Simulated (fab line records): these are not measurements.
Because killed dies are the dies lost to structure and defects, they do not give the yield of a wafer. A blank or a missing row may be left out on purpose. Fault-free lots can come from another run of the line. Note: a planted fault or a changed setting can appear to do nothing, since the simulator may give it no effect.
Which tool is to blame? | flow gf180mcu | 33 wafers from 11 lots sampled at 6 of the route's 602 steps

## WHAT EACH GAUGE READ, for each wafer
GF_STI_THK_MEAS_02.
lot  | measured    | on            | STI_OXIDATION_THK (nm)
L856 | day 1 11:31 | film-metro-02 | 9.92 10.07 9.85
L857 | day 1 16:31 | film-metro-04 | 10.05 9.97 10.20
L861 | day 2 12:37 | film-metro-01 | 9.58 9.73 9.65
L865 | day 3 08:31 | film-metro-01 | 9.82 10.10 10.00
L871 | day 4 16:04 | film-metro-01 | 10.23 10.12 10.04
L873 | day 5 00:32 | film-metro-04 | 10.30 10.13 9.98
L875 | day 5 10:31 | film-metro-02 | 10.01 9.81 10.08
L876 | day 5 15:46 | film-metro-02 | 9.87 9.90 9.95
L877 | day 5 20:31 | film-metro-04 | 10.40 10.32 10.31
L878 | day 6 02:02 | film-metro-02 | 10.07 10.20 10.11
L879 | day 6 06:31 | film-metro-01 | 10.41 10.16 10.17

GF_LVPWELL_TW_MEAS_11.
lot  | measured    | on            | LVPWELL_TW
L856 | day 3 20:23 | film-metro-04 | 559 560 559
L857 | day 4 01:10 | film-metro-04 | 561 559 556
L861 | day 5 01:47 | film-metro-03 | 565 561 568
L865 | day 5 23:30 | film-metro-03 | 565 568 567
L871 | day 7 10:35 | film-metro-04 | 556 556 557
L873 | day 7 20:57 | film-metro-01 | 552 549 555
L875 | day 8 08:50 | film-metro-04 | 557 559 557
L876 | day 8 14:01 | film-metro-03 | 557 559 555
L877 | day 8 18:17 | film-metro-01 | 557 557 556
L878 | day 8 23:49 | film-metro-03 | 558 558 557
L879 | day 9 07:37 | film-metro-01 | 552 556 553

GF_MVPSD_TW_MEAS_11.
lot  | measured     | on            | MVPSD_TW
L856 | day 5 00:16  | film-metro-01 | 548.0 548.9 546.2
L857 | day 5 04:37  | film-metro-01 | 546.6 547.0 547.1
L861 | day 6 08:20  | film-metro-01 | 543.1 548.1 545.3
L865 | day 7 06:46  | film-metro-04 | 552.5 551.9 546.4
L871 | day 8 20:01  | film-metro-03 | 549.9 550.2 548.0
L873 | day 9 06:22  | film-metro-01 | 546.9 547.7 544.7
L875 | day 9 19:23  | film-metro-04 | 550.5 552.5 553.9
L876 | day 10 00:40 | film-metro-01 | 545.9 543.2 542.8
L877 | day 10 05:17 | film-metro-03 | 546.6 547.9 548.4
L878 | day 10 10:53 | film-metro-03 | 548.6 550.3 551.9
L879 | day 10 19:49 | film-metro-04 | 552.0 552.5 552.6

GF_VT_IMPLANT_RS_MEAS_47: uses a four-point probe to measure.
lot  | measured     | on            | NWELL_RS (ohm/sq)
L856 | day 7 12:37  | film-metro-03 | 488.1 488.9 487.2
L857 | day 7 17:22  | film-metro-03 | 487.9 487.9 487.2
L861 | day 9 00:00  | film-metro-04 | 488.0 488.0 487.7
L865 | day 10 01:59 | film-metro-04 | 487.6 487.2 487.1
L871 | day 11 21:55 | film-metro-01 | 487.5 487.9 485.5
L873 | day 12 07:25 | film-metro-03 | 488.2 488.1 489.4
L875 | day 12 22:19 | film-metro-04 | 485.1 485.8 485.3
L876 | day 13 03:56 | film-metro-03 | 488.6 487.8 489.4
L877 | day 13 09:14 | film-metro-03 | 487.0 487.1 487.0
L878 | day 13 16:40 | film-metro-03 | 487.0 486.6 486.3
L879 | day 14 01:17 | film-metro-04 | 487.6 487.4 488.0

GF_VT_IMPLANT_RS_MEAS_48: uses a four-point probe to measure.
lot  | measured     | on            | LVPWELL_RS (ohm/sq)
L856 | day 7 12:44  | film-metro-03 | 1201 1200 1200
L857 | day 7 17:29  | film-metro-03 | 1199 1198 1197
L861 | day 9 00:07  | film-metro-04 | 1123 1122 1124
L865 | day 10 02:06 | film-metro-04 | 1121 1127 1123
L871 | day 11 22:02 | film-metro-01 | 1192 1192 1191
L873 | day 12 07:32 | film-metro-03 | 1198 1199 1203
L875 | day 12 22:26 | film-metro-04 | 1194 1195 1196
L876 | day 13 04:03 | film-metro-03 | 1194 1195 1197
L877 | day 13 09:22 | film-metro-03 | 1200 1201 1203
L878 | day 13 16:47 | film-metro-03 | 1195 1195 1195
L879 | day 14 01:24 | film-metro-04 | 1197 1197 1194

## EACH LOT AND THE TOOL THAT RAN IT (in order: tool; ch and the chambers of the sampled wafers; start)
lot  | GF_LVPWELL_IMPLANT_09
L856 | implanter-02 ch 0, day 3 20:08
L857 | implanter-02 ch 0, day 4 00:55
L861 | implanter-03 ch 0, day 5 01:32
L865 | implanter-03 ch 0, day 5 23:16
L871 | implanter-04 ch 0, day 7 10:22
L873 | implanter-04 ch 0, day 7 20:43
L875 | implanter-02 ch 0, day 8 08:35
L876 | implanter-02 ch 0, day 8 13:46
L877 | implanter-04 ch 0, day 8 18:02
L878 | implanter-02 ch 0, day 8 23:37
L879 | implanter-04 ch 0, day 9 07:23
- GF_LVPWELL_IMPLANT_09

## WHAT THE TOOLS THEMSELVES READ (means of the sampled wafers that have a number; where no wafer has one, the mark that the record gives instead)
GF_LVPWELL_IMPLANT_09.
lot  | tool         | dose-ions-cm2 | end-station-pressure-torr (Torr) | faraday-current-uA
L856 | implanter-02 | 5.006e+12     | 5.07e-06                         | 28.0
L857 | implanter-02 | 4.995e+12     | 4.99e-06                         | 29.1
L861 | implanter-03 | 6.889e+12     | 4.99e-06                         | 38.9
L865 | implanter-03 | 6.894e+12     | 5.17e-06                         | 38.5
L871 | implanter-04 | 5.003e+12     | 5.13e-06                         | 28.3
L873 | implanter-04 | 5.003e+12     | 4.89e-06                         | 28.2
L875 | implanter-02 | 5.001e+12     | 5.10e-06                         | 28.3
L876 | implanter-02 | 5.005e+12     | 4.80e-06                         | 28.1
L877 | implanter-04 | 4.998e+12     | 5.05e-06                         | 27.9
L878 | implanter-02 | 4.996e+12     | 4.98e-06                         | 28.8
L879 | implanter-04 | 4.998e+12     | 5.17e-06                         | 28.8

## THE ANSWER, worked out from the rows above alone
Rule: the usual values come from the lots themselves. The widest of any qualifying gaps counts: lots, ordered by their means at a reading, are off when they make up no more than a third of the lots, leave a main group of 4 or more, and stand apart from it by 3 or more times the standard deviation of that group's means. Not used: any main group whose means are identical at the precision the tables above print for the reading. A lot without any number at a reading at which 4 lots or more have one is off too. The other lots that the step has rows for count as sound. Order of review: gauges by route order, followed by the tools' own readings, for which a lot's mean as printed above is used. At the first step where some lot is off, the reading lying furthest off is the one used; lots without a number count as furthest.
Off: L861, L865, at GF_VT_IMPLANT_RS_MEAS_48 (LVPWELL_RS). The main group: mean 1197 ohm/sq, standard deviation 3.
A tool fits if, at a process step before that reading, it ran every lot that is off, and no sound lot after the first of them. The gauges at GF_VT_IMPLANT_RS_MEAS_48 aren't tried: what is off there is off at GF_LVPWELL_IMPLANT_09 too, on other tools, and a gauge's error can't cause that. One fits: implanter-03 at GF_LVPWELL_IMPLANT_09. It ran no sound lot before its first lot that is off in this sample, so the start can't be narrowed down.
The tool's own readings at GF_LVPWELL_IMPLANT_09 bear it out: on the lots that are off they differ by more than 5 times the standard deviation of the sound lots' means. dose-ions-cm2 reads 6.892e+12 there against 5.001e+12 on the sound lots; faraday-current-uA reads 38.7 there against 28.4 on the sound lots.

## WHAT THE SIMULATOR PUT IN
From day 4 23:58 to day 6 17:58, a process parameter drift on implanter-03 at GF_LVPWELL_IMPLANT_09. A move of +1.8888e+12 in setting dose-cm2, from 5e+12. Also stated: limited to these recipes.
Shown lots that were struck: L861, L865. The rule given above showed the same thing.
